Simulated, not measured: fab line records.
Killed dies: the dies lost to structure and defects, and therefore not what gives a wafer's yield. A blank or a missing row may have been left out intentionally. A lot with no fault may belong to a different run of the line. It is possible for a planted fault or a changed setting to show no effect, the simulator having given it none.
fab line records | flow sky130
record: lots: 11 | wafers: 33 | last_day: 49
route steps=708 shown GATE_OXIDE@200 POLY_GATE@218 CONTACT@406 VIA1@460 PAD_OPEN@708
lots untouched by any fault: they come from a run of this same line in which no faults occurred
start_h: hours from the record's opening day to when the first of the lot's shown wafers began | wait_h: hours from the lot's prior step to this one | " unchanged from the row above | L1.1+2: several wafers, shown together as one row | - no value, or no start given | * or withheld: withheld | < > ~ a bound
route shown NAME@n: a module of which the file shows steps, and the number in the route of the first | usual: average and standard deviation across the fault-free wafers | same: alike in all rows | chamber/n: place in a boat | sites: the reading at each site | _std_site: standard deviation across them | _edge_site: mean of outer sites minus mean of inner sites | radius_mm: for every site, how far away it sits from the centre of the wafer | mask NAME#n: copy n | behind: the last tool/chamber to shape the wafer | hold: why the lot was held/for how many hours/how that ended | device: the n, p or np transistor that did not switch | end of line: tests run on the same wafers once the route is complete | for a step that has no rows: nothing shown but its recipe | killed: not the wafer's yield, but the dies lost to structure and defects at the first sort | map: a wafer's dies, marking killed ones x, the rest . and places with no die _
set.NAME: setting as actually run; set.NAME@STEP: the setting as run at that earlier step | model.NAME: the simulator's own value behind a step, which no gauge read
steps of the route over a sample of lots; a table a step, a row a wafer
services: from which hour (start_h, from the record's first day; less than 0 if before it) a tool's chamber was out of use, for how many hours, and why
== steps ==
step: SKY_GATE_OXIDE_STRIP_13
recipe: chemistry: O2/N2 | power_w: 1400 | pressure_mtorr: 1500 | platen_temp_c: withheld | o2_flow_sccm: 3000 | n2_flow_sccm: 300 | overash_fraction: 0.5
usual: drypump_motor_current_A: 5.9/0.64 | oes_product_au: 0.716/0.0042 | strip_time_to_endpoint_s: 14.17/0.046
lot.wafer | tool            | chamber | start_h | wait_h | drypump_motor_current_A | oes_product_au | rf_hours_counter_h | strip_time_to_endpoint_s
L748.4    | plasma_asher-03 | 1       | 308.29  | 0.0    | 5.9                     | 0.709          | -                  | 14.23
L748.5    | "               | 0       | "       | "      | 6.7                     | 0.716          | -                  | 14.28
L748.6    | "               | 1       | "       | "      | 5.9                     | 0.715          | -                  | 14.26
L749.1    | plasma_asher-01 | 1       | 319.35  | 0.0    | 6.0                     | 0.713          | 62                 | 14.17
L749.4    | "               | 0       | "       | "      | 6.6                     | 0.720          | -                  | 14.22
L749.5    | "               | 1       | "       | "      | 6.0                     | 0.714          | -                  | 14.19
L750.1    | plasma_asher-03 | 0       | 319.49  | 0.0    | 6.7                     | 0.720          | 18                 | 14.14
L750.5    | "               | 0       | "       | "      | 6.7                     | 0.717          | -                  | 14.08
L750.6    | "               | 1       | "       | "      | 5.9                     | 0.711          | -                  | 14.08
L753.2    | plasma_asher-03 | 0       | 356.52  | 0.0    | 6.7                     | 0.719          | 22                 | 14.15
L753.4    | "               | 1       | "       | "      | 5.9                     | 0.712          | -                  | 14.15
L753.5    | "               | 1       | "       | "      | 5.9                     | 0.712          | -                  | 14.18
L754.1    | plasma_asher-01 | 1       | 358.82  | 0.0    | 6.0                     | 0.711          | 66                 | 14.16
L754.3    | "               | 0       | "       | "      | 6.6                     | 0.714          | -                  | 14.17
L754.5    | "               | 0       | "       | "      | 6.6                     | 0.712          | -                  | 14.14
L755.2    | plasma_asher-04 | 1       | 364.78  | 0.0    | 5.3                     | 0.717          | 53                 | 14.10
L755.3    | "               | 0       | "       | "      | 5.0                     | 0.715          | -                  | 14.16
L755.4    | "               | 1       | "       | "      | 5.3                     | 0.721          | -                  | 14.13
L756.3    | plasma_asher-03 | 0       | 372.98  | 0.0    | 6.7                     | 0.720          | -                  | 14.21
L756.4    | "               | 1       | "       | "      | 5.9                     | 0.714          | -                  | 14.22
L756.6    | "               | 0       | "       | "      | 6.7                     | 0.716          | -                  | 14.21
L757.1    | plasma_asher-04 | 1       | 383.15  | 0.0    | 5.3                     | 0.715          | 55                 | 14.14
L757.2    | "               | 0       | "       | "      | 5.0                     | 0.705          | 55                 | 14.13
L757.3    | "               | 1       | "       | "      | 5.3                     | 0.711          | -                  | 14.12
L759.2    | plasma_asher-01 | 1       | 402.58  | 0.0    | 6.0                     | 0.718          | 70                 | 14.18
L759.3    | "               | 0       | "       | "      | 6.6                     | 0.715          | -                  | 14.18
L759.4    | "               | 1       | "       | "      | 6.0                     | 0.705          | -                  | 14.19
L762.1    | plasma_asher-03 | 1       | 424.45  | 0.0    | 5.9                     | 0.708          | 29                 | 14.19
L762.5    | "               | 1       | "       | "      | 5.9                     | 0.714          | -                  | 14.18
L762.6    | "               | 0       | "       | "      | 6.7                     | 0.717          | -                  | 14.19
L763.2    | plasma_asher-03 | 1       | 437.15  | 0.0    | 5.9                     | 0.716          | 30                 | 14.19
L763.4    | "               | 0       | "       | "      | 6.7                     | 0.705          | -                  | 14.15
L763.6    | "               | 1       | "       | "      | 5.9                     | 0.716          | -                  | 14.16
step: SKY_POLY_GATE_THK_MEAS_04
recipe: reads: Si3N4_of_POLY_GATE_CVD_03
usual: POLY_GATE_CVD_03_THK: 74.9/0.57
lot.wafer | tool          | chamber | start_h | wait_h | POLY_GATE_CVD_03_THK[nm]
L748.4    | film_metro-01 | -       | 341.18  | 0.0    | 74.3
L748.5    | "             | -       | "       | "      | 74.7
L748.6    | "             | -       | "       | "      | 74.1
L749.1    | film_metro-01 | -       | 350.93  | 0.0    | 75.0
L749.4    | "             | -       | "       | "      | 75.1
L749.5    | "             | -       | "       | "      | 75.5
L750.1    | film_metro-04 | -       | 352.29  | 0.0    | 75.7
L750.5    | "             | -       | "       | "      | 75.8
L750.6    | "             | -       | "       | "      | 76.5
L753.2    | film_metro-03 | -       | 390.50  | 0.0    | 75.3
L753.4    | "             | -       | "       | "      | 75.1
L753.5    | "             | -       | "       | "      | 75.4
L754.1    | film_metro-03 | -       | 394.11  | 0.0    | 75.5
L754.3    | "             | -       | "       | "      | 75.4
L754.5    | "             | -       | "       | "      | 75.4
L755.2    | film_metro-03 | -       | 400.10  | 0.0    | 74.8
L755.3    | "             | -       | "       | "      | 74.6
L755.4    | "             | -       | "       | "      | 74.6
L756.3    | film_metro-03 | -       | 407.62  | 0.0    | 74.5
L756.4    | "             | -       | "       | "      | 75.2
L756.6    | "             | -       | "       | "      | 74.9
L757.1    | film_metro-03 | -       | 419.83  | 0.0    | 73.8
L757.2    | "             | -       | "       | "      | 74.5
L757.3    | "             | -       | "       | "      | 74.4
L759.2    | film_metro-03 | -       | 436.57  | 0.0    | 75.2
L759.3    | "             | -       | "       | "      | 75.2
L759.4    | "             | -       | "       | "      | 75.6
L762.1    | film_metro-03 | -       | 462.09  | 0.0    | 74.4
L762.5    | "             | -       | "       | "      | 75.2
L762.6    | "             | -       | "       | "      | 75.3
L763.2    | film_metro-01 | -       | 472.97  | 0.0    | 74.7
L763.4    | "             | -       | "       | "      | 75.0
L763.6    | "             | -       | "       | "      | 75.0
step: SKY_CONTACT_CVD_00
recipe: material: Si3N4 | target_thk_nm: 75 | temp_c: 400 | time_s: withheld | rf_w: 450
usual: heater_power_w: 689/97 | rf_fwd_power_W: 443.1/2.6
lot.wafer | tool     | chamber | start_h | wait_h | heater_power_w | rf_fwd_power_W
L748.4    | pecvd-03 | 0       | 702.63  | 0.0    | 719            | 441.0
L748.5    | "        | 1       | "       | "      | 651            | 447.7
L748.6    | "        | 2       | "       | "      | 642            | 441.1
L750.1    | pecvd-03 | 2       | 718.75  | 0.0    | 630            | 444.1
L750.5    | "        | 1       | "       | "      | 694            | 447.0
L750.6    | "        | 2       | "       | "      | 645            | 444.0
L749.1    | pecvd-02 | 0       | 719.14  | 0.0    | 840            | 441.0
L749.4    | "        | 0       | "       | "      | 849            | 442.7
L749.5    | "        | 1       | "       | "      | 802            | 442.1
L753.2    | pecvd-03 | 1       | 756.11  | 0.0    | 690            | 446.7
L753.4    | "        | 0       | "       | "      | 869            | 440.8
L753.5    | "        | 2       | "       | "      | 606            | 441.7
L754.1    | pecvd-04 | 1       | 759.04  | 0.0    | 737            | 446.4
L754.3    | "        | 0       | "       | "      | 567            | 446.7
L754.5    | "        | 2       | "       | "      | 714            | 441.6
L755.2    | pecvd-02 | 2       | 764.05  | 0.0    | 557            | 446.3
L755.3    | "        | 0       | "       | "      | 762            | 440.7
L755.4    | "        | 0       | "       | "      | 804            | 440.8
L756.3    | pecvd-03 | 0       | 776.41  | 0.0    | 857            | 438.2
L756.4    | "        | 0       | "       | "      | 881            | 436.7
L756.6    | "        | 1       | "       | "      | 603            | 442.7
L757.1    | pecvd-03 | 1       | 781.44  | 0.0    | 613            | 446.9
L757.2    | "        | 0       | "       | "      | 866            | 439.8
L757.3    | "        | 2       | "       | "      | 610            | 443.5
L759.2    | pecvd-04 | 2       | 794.33  | 0.0    | 581            | 442.5
L759.3    | "        | 1       | "       | "      | 773            | 443.7
L759.4    | "        | 2       | "       | "      | 589            | 444.7
L762.1    | pecvd-03 | 1       | 817.23  | 0.0    | 691            | 444.5
L762.5    | "        | 2       | "       | "      | 671            | 439.8
L762.6    | "        | 0       | "       | "      | 844            | 439.5
L763.2    | pecvd-03 | 2       | 826.81  | 0.0    | 682            | 441.9
L763.4    | "        | 0       | "       | "      | 772            | 441.3
L763.6    | "        | 2       | "       | "      | 689            | 443.2
step: SKY_CONTACT_THK_MEAS_01
recipe: reads: Si3N4_of_CONTACT_CVD_00
usual: CONTACT_CVD_00_THK: 74.6/0.88
lot.wafer | tool          | chamber | start_h | wait_h | CONTACT_CVD_00_THK[nm]
L748.4    | film_metro-04 | -       | 702.68  | -      | 75.6
L748.5    | "             | -       | "       | "      | 76.4
L748.6    | "             | -       | "       | "      | 76.5
L750.1    | film_metro-01 | -       | 718.80  | -      | 73.4
L750.5    | "             | -       | "       | "      | 74.7
L750.6    | "             | -       | "       | "      | 74.7
L749.1    | film_metro-02 | -       | 719.17  | -      | 74.7
L749.4    | "             | -       | "       | "      | 74.9
L749.5    | "             | -       | "       | "      | 75.2
L753.2    | film_metro-02 | -       | 756.15  | -      | 73.3
L753.4    | "             | -       | "       | "      | 74.2
L753.5    | "             | -       | "       | "      | 73.8
L754.1    | film_metro-01 | -       | 759.07  | -      | 74.4
L754.3    | "             | -       | "       | "      | 73.6
L754.5    | "             | -       | "       | "      | 74.7
L755.2    | film_metro-02 | -       | 764.09  | -      | 74.0
L755.3    | "             | -       | "       | "      | 74.0
L755.4    | "             | -       | "       | "      | 75.2
L756.3    | film_metro-02 | -       | 776.47  | -      | 73.9
L756.4    | "             | -       | "       | "      | 74.8
L756.6    | "             | -       | "       | "      | 74.9
L757.1    | film_metro-04 | -       | 781.47  | -      | 74.1
L757.2    | "             | -       | "       | "      | 73.3
L757.3    | "             | -       | "       | "      | 73.5
L759.2    | film_metro-02 | -       | 794.38  | -      | 75.0
L759.3    | "             | -       | "       | "      | 75.4
L759.4    | "             | -       | "       | "      | 75.2
L762.1    | film_metro-02 | -       | 817.27  | -      | 75.3
L762.5    | "             | -       | "       | "      | 75.5
L762.6    | "             | -       | "       | "      | 109.4
L763.2    | film_metro-01 | -       | 826.87  | -      | 74.5
L763.4    | "             | -       | "       | "      | 75.2
L763.6    | "             | -       | "       | "      | 110.0
step: SKY_CONTACT_ETCH_18
recipe: target: Si3N4 | chemistry: CHF3/O2 | stop_on: TiN | source_w: 600 | bias_w: 200 | pressure_mtorr: 40 | chf3_flow_sccm: 50 | O2_flow_sccm: 5 | time_s: 39 | target_depth_a: 750
usual: drypump_motor_current_A: 5.9/0.54 | oes_product_au: 0.852/0.0079 | rf_fwd_power_W: 594.0/2.9 | throttle_valve_pct: 8.794/0.0085
lot.wafer | tool        | chamber | start_h | wait_h | drypump_motor_current_A | oes_product_au | rf_fwd_power_W | rf_hours_counter_h | throttle_valve_pct
L748.4    | rie_diel-03 | 3       | -       | -      | 5.9                     | 0.852          | 589.5          | 47                 | 8.796
L748.5    | "           | 1       | "       | "      | 5.7                     | 0.862          | 596.6          | -                  | 8.798
L748.6    | "           | 0       | "       | "      | 4.8                     | 0.864          | 595.0          | -                  | 8.799
L750.1    | rie_diel-03 | 3       | -       | -      | 5.8                     | 0.851          | 587.0          | 47                 | 8.794
L750.5    | "           | 3       | "       | "      | 5.9                     | 0.853          | 589.2          | -                  | 8.799
L750.6    | "           | 2       | "       | "      | 6.0                     | 0.849          | 596.3          | -                  | 8.791
L749.1    | rie_diel-03 | 1       | -       | -      | 5.7                     | 0.854          | 592.6          | 10                 | 8.788
L749.4    | "           | 0       | "       | "      | 4.8                     | 0.857          | 595.2          | 22                 | 8.793
L749.5    | "           | 2       | "       | "      | 5.9                     | 0.863          | 593.5          | -                  | 8.791
L753.2    | rie_diel-03 | 1       | -       | -      | 5.7                     | 0.832          | 594.7          | 11                 | 8.782
L753.4    | "           | 3       | "       | "      | 5.9                     | 0.847          | 588.4          | 0                  | 8.787
L753.5    | "           | 0       | "       | "      | 4.8                     | 0.844          | 594.2          | -                  | 8.792
L754.1    | rie_diel-04 | 0       | -       | -      | 6.3                     | 0.849          | 597.5          | 2                  | 8.797
L754.3    | "           | 1       | "       | "      | 6.7                     | 0.844          | 594.9          | 26                 | 8.804
L754.5    | "           | 3       | "       | "      | 6.6                     | 0.858          | 590.6          | -                  | 8.804
L755.2    | rie_diel-04 | 3       | -       | -      | 6.7                     | 0.852          | 592.6          | 5                  | 8.791
L755.3    | "           | 2       | "       | "      | 5.5                     | 0.845          | 593.1          | 37                 | 8.784
L755.4    | "           | 1       | "       | "      | 6.7                     | 0.852          | 594.4          | 26                 | 8.800
L756.3    | rie_diel-02 | 0       | -       | -      | 6.0                     | 0.837          | 593.8          | 1                  | 8.793
L756.4    | "           | 2       | "       | "      | 5.9                     | 0.852          | 598.5          | 19                 | 8.792
L756.6    | "           | 1       | "       | "      | 5.2                     | 0.854          | 591.3          | -                  | 8.812
L757.1    | rie_diel-03 | 2       | -       | -      | 6.0                     | 0.848          | 594.0          | 3                  | 8.798
L757.2    | "           | 1       | "       | "      | 5.7                     | 0.842          | 596.5          | 12                 | 8.790
L757.3    | "           | 3       | "       | "      | 5.9                     | 0.841          | 588.6          | 1                  | 8.803
L759.2    | rie_diel-03 | 2       | -       | -      | 5.9                     | 0.850          | 595.0          | 3                  | 8.789
L759.3    | "           | 3       | "       | "      | 5.9                     | 0.852          | 587.5          | 2                  | 8.800
L759.4    | "           | 1       | "       | "      | 5.7                     | 0.850          | 595.3          | 13                 | 8.797
L762.1    | rie_diel-03 | 0       | -       | -      | 4.8                     | 0.855          | 594.8          | 26                 | 8.796
L762.5    | "           | 3       | "       | "      | 5.8                     | 0.854          | 585.7          | -                  | 8.811
L762.6    | "           | 2       | "       | "      | 6.0                     | 1.003          | 592.0          | -                  | 8.827
L763.2    | rie_diel-02 | 1       | -       | -      | 5.2                     | 0.845          | 594.5          | 7                  | 8.799
L763.4    | "           | 0       | "       | "      | 6.0                     | 0.856          | 598.6          | 3                  | 8.791
L763.6    | "           | 0       | "       | "      | 6.0                     | 0.988          | 595.6          | -                  | 8.829
step: SKY_VIA1_CMP_02
recipe: material: SiO2 | down_force_psi: 4 | platen_rpm: 60 | pad_velocity_m_s: 0.94248
usual: motor_current_A: 12.5/1 | retaining_ring_pressure_frac: 1.000/0.005
lot.wafer | tool   | chamber | start_h | wait_h | motor_current_A | retaining_ring_pressure_frac
L748.4    | cmp-02 | 1       | 761.35  | 0.0    | 11.5            | 0.998
L748.5    | "      | 1       | "       | "      | 11.2            | 0.991
L748.6    | "      | 2       | "       | "      | 13.9            | 0.998
L750.1    | cmp-01 | 2       | 776.72  | 0.1    | 11.9            | 0.999
L750.6    | "      | 2       | "       | "      | 12.0            | 0.997
L750.5    | "      | 3       | "       | "      | 12.1            | 1.003
L749.4    | cmp-02 | 3       | 778.12  | 0.1    | 12.6            | 1.003
L749.1    | "      | 1       | "       | "      | 11.3            | 0.999
L749.5    | "      | 3       | "       | "      | 12.9            | 1.012
L753.2    | cmp-01 | 2       | 811.68  | 0.0    | 12.0            | 0.999
L753.4    | "      | 0       | "       | "      | 13.3            | 1.002
L753.5    | "      | 3       | "       | "      | 12.1            | 0.998
L754.3    | cmp-01 | 0       | 815.41  | 0.1    | 12.7            | 0.999
L754.1    | "      | 2       | "       | "      | 11.9            | 1.001
L754.5    | "      | 3       | "       | "      | 12.9            | 0.999
L755.2    | cmp-02 | 0       | 821.25  | 0.0    | 11.4            | 0.999
L755.4    | "      | 2       | "       | "      | 14.7            | 0.998
L755.3    | "      | 3       | "       | "      | 13.2            | 1.012
L756.3    | cmp-02 | 3       | 833.11  | 0.0    | 13.8            | 1.004
L756.4    | "      | 1       | "       | "      | 12.0            | 1.003
L756.6    | "      | 3       | "       | "      | 13.4            | 1.003
L757.3    | cmp-01 | 3       | 838.54  | 0.0    | 12.0            | 1.004
L757.2    | "      | 0       | "       | "      | 13.3            | 0.999
L757.1    | "      | 2       | "       | "      | 11.2            | 0.994
L759.2    | cmp-02 | 0       | 851.03  | 0.1    | 11.1            | 1.005
L759.4    | "      | 1       | "       | "      | 11.4            | 0.995
L759.3    | "      | 2       | "       | "      | 14.4            | 1.007
L762.1    | cmp-01 | 2       | 873.01  | 0.1    | 11.5            | 1.003
L762.5    | "      | 2       | "       | "      | 11.5            | 1.007
L763.4    | cmp-02 | 2       | 882.56  | 0.0    | 14.1            | 1.014
L763.2    | "      | 3       | "       | "      | 13.2            | 0.987
step: SKY_PAD_OPEN_PROBE_99
usual: killed_at_M0_to_M3: 42/7.3 | killed_at_M4_up: 3.2/1.8 | killed_at_contacts: 25/5.2 | killed_at_front_end: 15/4.6 | killed_at_other: 0.3/0.62 | killed_dies: 85/9.9 | killed_on_rim: 17/3.9 | killed_open: 46/7.1 | killed_short: 38/5.7
same: gross_dies: 492 | killed_at_back_side: 0
lot.wafer | tool      | chamber | start_h | wait_h | killed_at_M0_to_M3 | killed_at_M4_up | killed_at_contacts | killed_at_front_end | killed_at_other | killed_dies | killed_on_rim | killed_open | killed_short
L750.1    | prober-01 | -       | 1083.82 | 0.1    | 48                 | 4               | 31                 | 11                  | 0               | 94          | 15            | 50          | 44
L750.5    | prober-01 | -       | 1084.02 | 0.2    | 58                 | 2               | 26                 | 18                  | 0               | 104         | 21            | 59          | 45
L750.6    | prober-01 | -       | 1084.07 | 0.2    | 53                 | 2               | 25                 | 20                  | 0               | 100         | 21            | 56          | 44
L759.2    | prober-01 | -       | 1140.53 | 0.1    | 43                 | 2               | 27                 | 21                  | 0               | 93          | 18            | 49          | 44
L759.3    | prober-01 | -       | 1140.58 | 0.2    | 40                 | 3               | 31                 | 18                  | 0               | 92          | 32            | 56          | 36
L759.4    | prober-01 | -       | 1140.63 | 0.2    | 48                 | 4               | 22                 | 13                  | 1               | 88          | 18            | 45          | 43
L762.1    | prober-02 | -       | 1154.92 | 0.1    | 38                 | 3               | 15                 | 14                  | 0               | 70          | 15            | 40          | 30
L762.5    | prober-02 | -       | 1155.12 | 0.2    | 44                 | 3               | 26                 | 9                   | 0               | 82          | 14            | 44          | 38
L762.6    | prober-02 | -       | 1155.17 | 0.2    | 42                 | 3               | 443                | 4                   | 0               | 492         | 96            | 32          | 42
L763.2    | prober-01 | -       | 1165.10 | 0.1    | 35                 | 2               | 28                 | 12                  | 1               | 78          | 11            | 46          | 32
L763.4    | prober-01 | -       | 1165.20 | 0.2    | 29                 | 4               | 27                 | 8                   | 0               | 68          | 14            | 38          | 30
L763.6    | prober-01 | -       | 1165.30 | 0.2    | 52                 | 3               | 426                | 11                  | 0               | 492         | 96            | 47          | 41
killed by level:class
L750.1 VIA1:geometric_particle:open=15 CONTACT:geometric_particle:open=9 CONTACT:geometric_particle:short=8 VIA2:geometric_particle:open=6 VIA3:geometric_particle:open=6 LI_CONTACT:geometric_particle:open=5 FIELD_ISO:geometric_particle:short=4 LI_CONTACT:geometric_particle:short=4
L750.5 VIA1:geometric_particle:open=16 VIA3:geometric_particle:open=9 VIA1:geometric_particle:short=8 CONTACT:geometric_particle:open=7 CONTACT:geometric_particle:short=7 LI_CONTACT:geometric_particle:open=6 METAL2:geometric_particle:open=6 POLY_GATE:geometric_particle:open=5
L750.6 CONTACT:geometric_particle:open=13 VIA1:geometric_particle:open=12 POLY_GATE:geometric_particle:open=7 VIA2:geometric_particle:open=7 CONTACT:geometric_particle:short=7 METAL1:geometric_particle:short=6 VIA3:geometric_particle:short=6 VIA1:geometric_particle:short=6
L759.2 VIA1:geometric_particle:open=10 CONTACT:geometric_particle:open=9 FIELD_ISO:geometric_particle:open=7 VIA2:geometric_particle:open=7 LI_CONTACT:geometric_particle:open=6 LOCAL_INTERCONNECT:geometric_particle:short=6 METAL1:geometric_particle:short=6 FIELD_ISO:geometric_particle:short=5
L759.3 VIA1:geometric_particle:open=14 LI_CONTACT:geometric_particle:open=9 CONTACT:geometric_particle:open=9 CONTACT:geometric_particle:short=6 METAL1:geometric_particle:short=5 FIELD_ISO:geometric_particle:open=4 VIA1:geometric_particle:short=4 POLY_GATE:geometric_particle:short=4
L759.4 VIA1:geometric_particle:open=11 LI_CONTACT:geometric_particle:open=9 CONTACT:geometric_particle:short=6 METAL1:geometric_particle:short=6 METAL2:geometric_particle:short=6 VIA2:geometric_particle:open=6 POLY_GATE:geometric_particle:open=4 VIA3:geometric_particle:open=4
L762.1 VIA1:geometric_particle:open=14 CONTACT:geometric_particle:open=6 METAL1:geometric_particle:short=6 POLY_GATE:geometric_particle:open=4 CONTACT:geometric_particle:short=4 VIA2:geometric_particle:short=4 VIA3:geometric_particle:open=4 POLY_GATE:geometric_particle:short=3
L762.5 VIA1:geometric_particle:open=12 CONTACT:geometric_particle:short=7 CONTACT:geometric_particle:open=7 METAL1:geometric_particle:short=6 VIA2:geometric_particle:open=6 LI_CONTACT:geometric_particle:open=5 METAL3:geometric_particle:short=5 VIA3:geometric_particle:open=5
L762.6 CONTACT:area_etch=418 VIA1:geometric_particle:open=9 LI_CONTACT:geometric_particle:short=8 METAL1:geometric_particle:short=7 CONTACT:geometric_particle:open=7 LI_CONTACT:geometric_particle:open=6 METAL2:geometric_particle:short=6 VIA2:geometric_particle:open=5
L763.2 CONTACT:geometric_particle:open=12 CONTACT:geometric_particle:short=7 VIA1:geometric_particle:open=7 LI_CONTACT:geometric_particle:open=6 METAL2:geometric_particle:short=6 VIA3:geometric_particle:open=5 VIA1:geometric_particle:short=4 VIA2:geometric_particle:open=4
L763.4 CONTACT:geometric_particle:open=13 VIA3:geometric_particle:open=7 CONTACT:geometric_particle:short=6 VIA1:geometric_particle:open=4 METAL2:geometric_particle:short=4 FIELD_ISO:geometric_particle:short=3 LI_CONTACT:geometric_particle:open=3 LOCAL_INTERCONNECT:geometric_particle:short=3
L763.6 CONTACT:area_etch=404 VIA1:geometric_particle:open=11 CONTACT:geometric_particle:open=8 METAL2:geometric_particle:short=7 VIA2:geometric_particle:open=6 METAL1:geometric_particle:short=6 VIA1:geometric_particle:short=6 LI_CONTACT:geometric_particle:open=5
== services ==
tool            | chamber | start_h | hours | kind
rie_diel-03     | 2       | 373.64  | 3.4   | repair
pecvd-03        | 2       | 399.45  | 4.6   | repair
rie_diel-03     | -       | 404.35  | 0.9   | repair
pecvd-03        | -       | 422.50  | 6.7   | repair
pecvd-03        | -       | 448.31  | 2.8   | pm
plasma_asher-03 | -       | 478.63  | 11.4  | repair
plasma_asher-03 | -       | 491.73  | 2.8   | pm
rie_diel-03     | 2       | 493.86  | 2.8   | repair
rie_diel-03     | -       | 516.44  | 15.6  | pm
rie_diel-03     | 2       | 538.18  | 5.4   | repair
plasma_asher-03 | -       | 553.36  | 14.6  | pm
rie_diel-03     | 3       | 593.99  | 9.1   | repair
plasma_asher-03 | -       | 606.37  | 0.7   | repair
pecvd-03        | -       | 646.05  | 6.0   | pm
rie_diel-03     | 3       | 692.93  | 1.7   | repair
pecvd-03        | 2       | 706.13  | 6.6   | repair
pecvd-03        | 0       | 713.17  | 22.8  | repair
plasma_asher-03 | -       | 713.24  | 2.6   | repair
pecvd-03        | -       | 725.45  | 5.5   | pm
rie_diel-03     | 3       | 750.63  | 8.4   | repair
pecvd-03        | -       | 853.11  | 0.7   | repair
rie_diel-03     | -       | 867.89  | 2.8   | pm
rie_diel-03     | 3       | 879.13  | 7.8   | repair
rie_diel-03     | 2       | 881.40  | 19.5  | repair
== key ==
first_sign: step: SKY_CONTACT_THK_MEAS_01 | reading: CONTACT_CVD_00_THK | direction: up | sigmas: 40 | usual: 74.6 | struck: 109.7
effect: step: SKY_CONTACT_ETCH_18 | reading: oes_product_au | direction: up | sigmas: 18 | usual: 0.852 | struck: 0.996
effect: step: SKY_PAD_OPEN_PROBE_99 | reading: killed_at_contacts | direction: up | sigmas: 79 | usual: 25 | struck: 434
more_kills_born_at: SKY_CONTACT_ETCH_18@rie_diel-03: 418 | SKY_CONTACT_ETCH_18@rie_diel-02: 404
met_at SKY_CONTACT_CVD_00
struck_lots L762,L763
struck_wafers L762.6,L763.6
later_rows_left_out L762.6,L763.6
tester_left_out L762,L763
not_acting_at SKY_GATE_OXIDE_STRIP_13,SKY_POLY_GATE_THK_MEAS_04,SKY_VIA1_CMP_02
onset_between 781.44 817.23
fault: kind: process_parameter_drift | tool: pecvd-03 | chamber: - | onset_h: 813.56 | steps: SKY_CONTACT_CVD_00 | channel: target_thk_nm | offset: 33.595 | shape: step | end_h: 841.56 | scope: struck_wafers_only | acts_in: these_recipes_only | stated: 75
tester_left_out: of these lots the tester's yield and bins aren't shown, on N5 and GAA mostly nor the transistor test; their killed dies are dies lost to structure and defects alone, not to doping, threshold or leakage, so they don't give the yield
later_rows_left_out: the simulator's readings of these wafers behind a module that went badly wrong aren't trusted and aren't shown, but for the sort
